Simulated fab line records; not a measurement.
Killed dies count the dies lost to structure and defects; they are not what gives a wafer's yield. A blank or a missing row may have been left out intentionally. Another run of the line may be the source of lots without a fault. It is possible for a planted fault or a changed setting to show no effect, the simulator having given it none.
2 desks looking at one fault + flow sky130 + every desk sees just its own numbers, and what lay behind them comes last

== METROLOGY DESK ==
Means of the sampled wafers that have a number, per lot and without regard to the tool the lot ran on: this is what the gauges read. The brackets show how far a lot's mean lies from the usual mean; more than 4 standard deviations puts the lot out of limits, marked OUT.
Columns: A = CAPM_TIN_RS at SKY_CAPM_RS_MEAS_03, usual 6.94 ohm/sq; B = CAPM_TIN_THK at SKY_CAPM_THK_MEAS_04, usual 200.2 nm
| lot  | first seen here | A               | B               |
|------|-----------------|-----------------|-----------------|
| L507 | day 37 00:47    | 6.87            | 201.6           |
| L508 | day 37 22:23    | 7.01            | 198.1           |
| L510 | day 38 00:54    | 6.93            | 200.8           |
| L509 | day 38 02:01    | 6.95            | 199.7           |
| L512 | day 38 10:30    | 7.01            | 197.9           |
| L513 | day 38 14:05    | 6.97            | 198.6           |
| L516 | day 39 21:50    | 6.95            | 200.3           |
| L518 | day 40 00:25    | 6.92            | 200.1           |
| L521 | day 41 04:11    | 6.90            | 201.5           |
| L523 | day 41 08:29    | 6.15 (-9.5) OUT | 233.8 (+13) OUT |
| L526 | day 42 07:06    | 6.92            | 201.0           |
| L527 | day 42 08:17    | 6.91            | 199.5           |
This desk reports L523 out of limits; the earliest was L523 at day 41 08:29 (CAPM_TIN_RS at SKY_CAPM_RS_MEAS_03). In limits: L507, L508, L510, L509, L512, L513, L516, L518, L521, L526, L527.

== TOOL OWNER'S DESK, pvd_sputter-04 ==
At SKY_CAPM_SPUTTER_02 (material TiN, target thk 200 nm, time 166.7 s) the tool's own readings: per lot run on this tool, the mean of the sampled wafers that have a number. The brackets show how far a lot's mean lies from the usual mean; more than 4 standard deviations puts the lot out of limits, marked OUT.
Columns: A = throttle_valve_pct at SKY_CAPM_SPUTTER_02, usual 29.5 %
| lot  | first seen here | A    |
|------|-----------------|------|
| L508 | day 37 22:16    | 29.1 |
| L509 | day 38 01:54    | 28.2 |
| L512 | day 38 10:23    | 29.0 |
| L513 | day 38 13:59    | 28.7 |
| L523 | day 41 08:22    | 29.0 |
This desk's finding: nothing out of limits on any of the 5 lots.

== PUT TOGETHER ==
An alarm was possible from the metrology desk at day 41 08:29, on L523.
Nothing out of limits was seen by the tool owner's desk.
Tool owner's desk: L523 on record, inside its limits.
The lots listed all ran SKY_CAPM_SPUTTER_02 on pvd_sputter-04.

== WHAT HAD BEEN PUT IN BY THE SIMULATOR ==
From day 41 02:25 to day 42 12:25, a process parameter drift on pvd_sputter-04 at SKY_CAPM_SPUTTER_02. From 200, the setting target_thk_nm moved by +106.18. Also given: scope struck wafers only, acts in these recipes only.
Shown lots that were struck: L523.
Hours from the fault's start to each desk's first reading out of limits: the metrology desk, 6.
